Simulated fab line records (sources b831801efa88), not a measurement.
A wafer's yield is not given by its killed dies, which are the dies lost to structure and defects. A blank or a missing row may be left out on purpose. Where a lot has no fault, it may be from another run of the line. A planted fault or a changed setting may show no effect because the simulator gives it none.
Which tool is to blame? || flow sfq_line || 14 lots with 41 wafers sampled at 5 steps, on a route of 325 steps

== WHAT THE GAUGES SHOWED, per wafer ==
SFQ_M8_OVL_MEAS_948.
{"lot": "L982", "measured": "day 79 23:54", "on": "overlay-01", "M8_OVL (nm)": "-1 5 -5"}
{"lot": "L984", "measured": "day 80 17:07", "on": "overlay-02", "M8_OVL (nm)": "-4 -7 -2"}
{"lot": "L985", "measured": "day 80 21:56", "on": "overlay-01", "M8_OVL (nm)": "-5 -13 -7"}
{"lot": "L986", "measured": "day 81 17:26", "on": "overlay-01", "M8_OVL (nm)": "-9 -5 3"}
{"lot": "L988", "measured": "day 82 03:34", "on": "overlay-01", "M8_OVL (nm)": "-2 -4 -9"}
{"lot": "L989", "measured": "day 82 06:00", "on": "overlay-02", "M8_OVL (nm)": "0 -2 6"}
{"lot": "L992", "measured": "day 85 14:35", "on": "overlay-02", "M8_OVL (nm)": "-3 -3 -11"}
{"lot": "L993", "measured": "day 86 13:04", "on": "overlay-01", "M8_OVL (nm)": "1 1 4"}
{"lot": "L994", "measured": "day 86 14:16", "on": "overlay-01", "M8_OVL (nm)": "-1 4 -7"}
{"lot": "L995", "measured": "day 86 15:28", "on": "overlay-01", "M8_OVL (nm)": "-4 3 -1"}
{"lot": "L996", "measured": "day 86 16:41", "on": "overlay-01", "M8_OVL (nm)": "1 -4"}
{"lot": "L997", "measured": "day 86 19:04", "on": "overlay-01", "M8_OVL (nm)": "5 -1 4"}
{"lot": "L998", "measured": "day 87 13:34", "on": "overlay-02", "M8_OVL (nm)": "-10 -13 -5"}
{"lot": "L105", "measured": "day 92 19:31", "on": "overlay-02", "M8_OVL (nm)": "-1 -4 -5"}

SFQ_M8_BOW_MEAS_951.
{"lot": "L982", "measured": "day 80 01:03", "on": "film_metro-04", "M8_BOW (um)": "5 7 6"}
{"lot": "L984", "measured": "day 80 18:16", "on": "film_metro-03", "M8_BOW (um)": "3 -1 -9"}
{"lot": "L985", "measured": "day 80 23:06", "on": "film_metro-04", "M8_BOW (um)": "11 26 15"}
{"lot": "L986", "measured": "day 81 18:36", "on": "film_metro-02", "M8_BOW (um)": "-8 -4 -12"}
{"lot": "L988", "measured": "day 82 04:43", "on": "film_metro-02", "M8_BOW (um)": "0 18 1"}
{"lot": "L989", "measured": "day 82 07:08", "on": "film_metro-03", "M8_BOW (um)": "-8 -3 -8"}
{"lot": "L992", "measured": "day 85 15:43", "on": "film_metro-03", "M8_BOW (um)": "-7 3 -5"}
{"lot": "L993", "measured": "day 86 14:11", "on": "film_metro-03", "M8_BOW (um)": "6 15 16"}
{"lot": "L994", "measured": "day 86 15:23", "on": "film_metro-04", "M8_BOW (um)": "-5 -13 -7"}
{"lot": "L995", "measured": "day 86 16:38", "on": "film_metro-02", "M8_BOW (um)": "25 32 32"}
{"lot": "L996", "measured": "day 86 17:52", "on": "film_metro-02", "M8_BOW (um)": "-7 -7"}
{"lot": "L997", "measured": "day 86 20:11", "on": "film_metro-02", "M8_BOW (um)": "11 18 31"}
{"lot": "L998", "measured": "day 87 14:49", "on": "film_metro-04", "M8_BOW (um)": "36 16 21"}
{"lot": "L105", "measured": "day 92 20:40", "on": "film_metro-03", "M8_BOW (um)": "-7 1 2"}

== EACH LOT AND THE TOOL THAT RAN IT (in order: tool; ch and the chambers of the sampled wafers; start) ==
{"lot": "L982", "SFQ_TRILAYER_I5_ETCH_VIA_ETCH_147": "rie_diel-04 ch 0,1, day 65 22:59", "SFQ_TRILAYER_I7_DEP_PECVD_183": "pecvd-03 ch 0,1,2, day 72 08:07", "SFQ_TRILAYER_I7_CMP_CMP_184": "cmp-01 ch 0,1,2, day 72 09:53"}
{"lot": "L984", "SFQ_TRILAYER_I5_ETCH_VIA_ETCH_147": "rie_diel-02 ch 0,1,3, day 66 04:59", "SFQ_TRILAYER_I7_DEP_PECVD_183": "pecvd-02 ch 0,1, day 76 08:19", "SFQ_TRILAYER_I7_CMP_CMP_184": "cmp-01 ch 0,1,3, day 76 15:01"}
{"lot": "L985", "SFQ_TRILAYER_I5_ETCH_VIA_ETCH_147": "rie_diel-04 ch 0,3, day 66 06:19", "SFQ_TRILAYER_I7_DEP_PECVD_183": "pecvd-02 ch 0,1,2, day 76 13:23", "SFQ_TRILAYER_I7_CMP_CMP_184": "cmp-02 ch 1,2,3, day 76 20:01"}
{"lot": "L986", "SFQ_TRILAYER_I5_ETCH_VIA_ETCH_147": "rie_diel-01 ch 2,3, day 66 07:31", "SFQ_TRILAYER_I7_DEP_PECVD_183": "pecvd-03 ch 0,1,2, day 76 18:14", "SFQ_TRILAYER_I7_CMP_CMP_184": "cmp-01 ch 1,2,3, day 77 10:31"}
{"lot": "L988", "SFQ_TRILAYER_I5_ETCH_VIA_ETCH_147": "rie_diel-04 ch 1,2, day 66 16:36", "SFQ_TRILAYER_I7_DEP_PECVD_183": "pecvd-02 ch 1,2, day 76 23:14", "SFQ_TRILAYER_I7_CMP_CMP_184": "cmp-02 ch 0,2,3, day 77 15:18"}
{"lot": "L989", "SFQ_TRILAYER_I5_ETCH_VIA_ETCH_147": "rie_diel-01 ch 2,3, day 66 19:00", "SFQ_TRILAYER_I7_DEP_PECVD_183": "pecvd-01 ch 0,2, day 77 00:11", "SFQ_TRILAYER_I7_CMP_CMP_184": "cmp-01 ch 0,1,3, day 77 19:01"}
{"lot": "L992", "SFQ_TRILAYER_I5_ETCH_VIA_ETCH_147": "rie_diel-02 ch 2,3, day 67 03:24", "SFQ_TRILAYER_I7_DEP_PECVD_183": "pecvd-03 ch 0,1, day 81 03:29", "SFQ_TRILAYER_I7_CMP_CMP_184": "cmp-02 ch 1,2, day 81 06:20"}
{"lot": "L993", "SFQ_TRILAYER_I5_ETCH_VIA_ETCH_147": "rie_diel-04 ch 1,2,3, day 67 04:37", "SFQ_TRILAYER_I7_DEP_PECVD_183": "pecvd-03 ch 1,2, day 85 04:37", "SFQ_TRILAYER_I7_CMP_CMP_184": "cmp-02 ch 0,1,2, day 85 04:42"}
{"lot": "L994", "SFQ_TRILAYER_I5_ETCH_VIA_ETCH_147": "rie_diel-02 ch 0,1,3, day 67 07:00", "SFQ_TRILAYER_I7_DEP_PECVD_183": "pecvd-01 ch 0,1,2, day 85 09:25", "SFQ_TRILAYER_I7_CMP_CMP_184": "cmp-01 ch 2,3, day 85 10:02"}
{"lot": "L995", "SFQ_TRILAYER_I5_ETCH_VIA_ETCH_147": "rie_diel-04 ch 1,2, day 67 08:12", "SFQ_TRILAYER_I7_DEP_PECVD_183": "pecvd-03 ch 1,2, day 85 16:37", "SFQ_TRILAYER_I7_CMP_CMP_184": "cmp-02 ch 0,1,3, day 85 17:42"}
{"lot": "L996", "SFQ_TRILAYER_I5_ETCH_VIA_ETCH_147": "rie_diel-01 ch 0,1, day 67 11:53", "SFQ_TRILAYER_I7_DEP_PECVD_183": "pecvd-03 ch 0,1, day 85 20:16", "SFQ_TRILAYER_I7_CMP_CMP_184": "cmp-02 ch 1,2, day 86 00:42"}
{"lot": "L997", "SFQ_TRILAYER_I5_ETCH_VIA_ETCH_147": "rie_diel-01 ch 1,2, day 67 14:19", "SFQ_TRILAYER_I7_DEP_PECVD_183": "pecvd-02 ch 0,2, day 85 23:50", "SFQ_TRILAYER_I7_CMP_CMP_184": "cmp-02 ch 0,2,3, day 86 02:42"}
{"lot": "L998", "SFQ_TRILAYER_I5_ETCH_VIA_ETCH_147": "rie_diel-04 ch 0,3, day 74 19:38", "SFQ_TRILAYER_I7_DEP_PECVD_183": "pecvd-03 ch 0,1,2, day 86 06:50", "SFQ_TRILAYER_I7_CMP_CMP_184": "cmp-02 ch 1,2, day 86 06:55"}
{"lot": "L105", "SFQ_TRILAYER_I5_ETCH_VIA_ETCH_147": "rie_diel-04 ch 0,2, day 77 20:04", "SFQ_TRILAYER_I7_DEP_PECVD_183": "pecvd-03 ch 0,1,2, day 89 13:37", "SFQ_TRILAYER_I7_CMP_CMP_184": "cmp-02 ch 0,2, day 89 13:42"}
- SFQ_TRILAYER_I5_ETCH_VIA_ETCH_147: etches the open film in CHF3, stops on Nb, target depth 360 nm.
- SFQ_TRILAYER_I7_DEP_PECVD_183: deposits SiO2 from SiH4/N2O, time 111.11 s, target thk 500 nm.
- SFQ_TRILAYER_I7_CMP_CMP_184: polishes SiO2.

== WHAT THE TOOLS THEMSELVES READ (means of the sampled wafers that have a number; where no wafer has one, the mark that the record gives instead) ==
SFQ_TRILAYER_I5_ETCH_VIA_ETCH_147.
{"lot": "L982", "tool": "rie_diel-04", "bias_w (W)": 79.87, "drypump_motor_current_A (A)": 5.5, "oes_product_au (a.u.)": 0.992}
{"lot": "L984", "tool": "rie_diel-02", "bias_w (W)": 79.75, "drypump_motor_current_A (A)": 5.6, "oes_product_au (a.u.)": 0.994}
{"lot": "L985", "tool": "rie_diel-04", "bias_w (W)": 80.08, "drypump_motor_current_A (A)": 5.7, "oes_product_au (a.u.)": 0.990}
{"lot": "L986", "tool": "rie_diel-01", "bias_w (W)": 79.81, "drypump_motor_current_A (A)": 6.1, "oes_product_au (a.u.)": 0.985}
{"lot": "L988", "tool": "rie_diel-04", "bias_w (W)": 80.00, "drypump_motor_current_A (A)": 5.5, "oes_product_au (a.u.)": 0.988}
{"lot": "L989", "tool": "rie_diel-01", "bias_w (W)": 80.10, "drypump_motor_current_A (A)": 6.2, "oes_product_au (a.u.)": 0.990}
{"lot": "L992", "tool": "rie_diel-02", "bias_w (W)": 80.24, "drypump_motor_current_A (A)": 5.9, "oes_product_au (a.u.)": 0.986}
{"lot": "L993", "tool": "rie_diel-04", "bias_w (W)": 79.94, "drypump_motor_current_A (A)": 5.5, "oes_product_au (a.u.)": 0.990}
{"lot": "L994", "tool": "rie_diel-02", "bias_w (W)": 79.97, "drypump_motor_current_A (A)": 5.6, "oes_product_au (a.u.)": 0.995}
{"lot": "L995", "tool": "rie_diel-04", "bias_w (W)": 80.12, "drypump_motor_current_A (A)": 5.4, "oes_product_au (a.u.)": 0.989}
{"lot": "L996", "tool": "rie_diel-01", "bias_w (W)": 79.91, "drypump_motor_current_A (A)": 5.5, "oes_product_au (a.u.)": 0.991}
{"lot": "L997", "tool": "rie_diel-01", "bias_w (W)": 79.97, "drypump_motor_current_A (A)": 5.7, "oes_product_au (a.u.)": 0.983}
{"lot": "L998", "tool": "rie_diel-04", "bias_w (W)": 79.94, "drypump_motor_current_A (A)": 5.7, "oes_product_au (a.u.)": 0.977}
{"lot": "L105", "tool": "rie_diel-04", "bias_w (W)": 79.84, "drypump_motor_current_A (A)": 5.7, "oes_product_au (a.u.)": 0.986}

SFQ_TRILAYER_I7_DEP_PECVD_183.
{"lot": "L982", "tool": "pecvd-03", "chamber_pressure_Torr (Torr)": 2.398, "heater_power_w (W)": 89, "run_length_s (s)": 139.2, "throttle_valve_pct (%)": 23.3}
{"lot": "L984", "tool": "pecvd-02", "chamber_pressure_Torr (Torr)": 2.394, "heater_power_w (W)": 91, "run_length_s (s)": 138.9, "throttle_valve_pct (%)": 24.3}
{"lot": "L985", "tool": "pecvd-02", "chamber_pressure_Torr (Torr)": 2.396, "heater_power_w (W)": 94, "run_length_s (s)": 139.2, "throttle_valve_pct (%)": 24.6}
{"lot": "L986", "tool": "pecvd-03", "chamber_pressure_Torr (Torr)": 2.401, "heater_power_w (W)": 88, "run_length_s (s)": 138.9, "throttle_valve_pct (%)": 23.6}
{"lot": "L988", "tool": "pecvd-02", "chamber_pressure_Torr (Torr)": 2.400, "heater_power_w (W)": 97, "run_length_s (s)": 139.3, "throttle_valve_pct (%)": 24.8}
{"lot": "L989", "tool": "pecvd-01", "chamber_pressure_Torr (Torr)": 2.401, "heater_power_w (W)": 82, "run_length_s (s)": 139.5, "throttle_valve_pct (%)": 24.1}
{"lot": "L992", "tool": "pecvd-03", "chamber_pressure_Torr (Torr)": 2.404, "heater_power_w (W)": 81, "run_length_s (s)": 138.6, "throttle_valve_pct (%)": 24.4}
{"lot": "L993", "tool": "pecvd-03", "chamber_pressure_Torr (Torr)": 2.403, "heater_power_w (W)": 85, "run_length_s (s)": 139.5, "throttle_valve_pct (%)": 23.4}
{"lot": "L994", "tool": "pecvd-01", "chamber_pressure_Torr (Torr)": 2.400, "heater_power_w (W)": 96, "run_length_s (s)": 139.5, "throttle_valve_pct (%)": 24.1}
{"lot": "L995", "tool": "pecvd-03", "chamber_pressure_Torr (Torr)": 2.397, "heater_power_w (W)": 96, "run_length_s (s)": 139.3, "throttle_valve_pct (%)": 23.6}
{"lot": "L996", "tool": "pecvd-03", "chamber_pressure_Torr (Torr)": 2.399, "heater_power_w (W)": 80, "run_length_s (s)": 166.7, "throttle_valve_pct (%)": 24.4}
{"lot": "L997", "tool": "pecvd-02", "chamber_pressure_Torr (Torr)": 2.403, "heater_power_w (W)": 88, "run_length_s (s)": 139.1, "throttle_valve_pct (%)": 23.6}
{"lot": "L998", "tool": "pecvd-03", "chamber_pressure_Torr (Torr)": 2.395, "heater_power_w (W)": 84, "run_length_s (s)": 166.6, "throttle_valve_pct (%)": 24.0}
{"lot": "L105", "tool": "pecvd-03", "chamber_pressure_Torr (Torr)": 2.401, "heater_power_w (W)": 92, "run_length_s (s)": 139.1, "throttle_valve_pct (%)": 24.2}

SFQ_TRILAYER_I7_CMP_CMP_184.
{"lot": "L982", "tool": "cmp-01", "motor_current_A (A)": 10.2, "time_to_endpoint_s (s)": 214}
{"lot": "L984", "tool": "cmp-01", "motor_current_A (A)": 10.5, "time_to_endpoint_s (s)": 217}
{"lot": "L985", "tool": "cmp-02", "motor_current_A (A)": 9.7, "time_to_endpoint_s (s)": 217}
{"lot": "L986", "tool": "cmp-01", "motor_current_A (A)": 10.4, "time_to_endpoint_s (s)": 218}
{"lot": "L988", "tool": "cmp-02", "motor_current_A (A)": 9.9, "time_to_endpoint_s (s)": 219}
{"lot": "L989", "tool": "cmp-01", "motor_current_A (A)": 10.2, "time_to_endpoint_s (s)": 210}
{"lot": "L992", "tool": "cmp-02", "motor_current_A (A)": 8.9, "time_to_endpoint_s (s)": 222}
{"lot": "L993", "tool": "cmp-02", "motor_current_A (A)": 9.5, "time_to_endpoint_s (s)": 215}
{"lot": "L994", "tool": "cmp-01", "motor_current_A (A)": 10.1, "time_to_endpoint_s (s)": 202}
{"lot": "L995", "tool": "cmp-02", "motor_current_A (A)": 10.6, "time_to_endpoint_s (s)": 215}
{"lot": "L996", "tool": "cmp-02", "motor_current_A (A)": 9.2, "time_to_endpoint_s (s)": 328}
{"lot": "L997", "tool": "cmp-02", "motor_current_A (A)": 9.7, "time_to_endpoint_s (s)": 231}
{"lot": "L998", "tool": "cmp-02", "motor_current_A (A)": 8.6, "time_to_endpoint_s (s)": 310}
{"lot": "L105", "tool": "cmp-02", "motor_current_A (A)": 9.0, "time_to_endpoint_s (s)": 217}

== THE ANSWER, worked out from the rows above alone ==
Rule: usual is defined by the lots themselves. Put in order of their means at a reading, lots are off if they are a third of the lots or fewer, leave a main group of 4 or more, and stand apart from it by a gap of 3 or more times the standard deviation of the main group's means; of several such gaps the widest counts. The tables above print the reading to a certain number of digits; a main group whose means all agree to those digits is not used. A lot without any number at a reading at which 4 lots or more have one is off too. Where the step has rows for the other lots, those lots are counted as sound. Order of review: gauges by route order, followed by the tools' own readings, for which a lot's mean as printed above is used. At the first step where some lot is off, the reading lying furthest off is the one used; lots without a number count as furthest.
Off: L996, L998, at SFQ_TRILAYER_I7_DEP_PECVD_183 (run_length_s). For the main group the mean is 139.2 s and the standard deviation 0.26.
If a tool, at that step or one of the process steps before it, ran each lot that is off and ran no sound lot following the first of them, it fits. None of those tried fits.

== WHAT WAS PUT IN BY THE SIMULATOR ==
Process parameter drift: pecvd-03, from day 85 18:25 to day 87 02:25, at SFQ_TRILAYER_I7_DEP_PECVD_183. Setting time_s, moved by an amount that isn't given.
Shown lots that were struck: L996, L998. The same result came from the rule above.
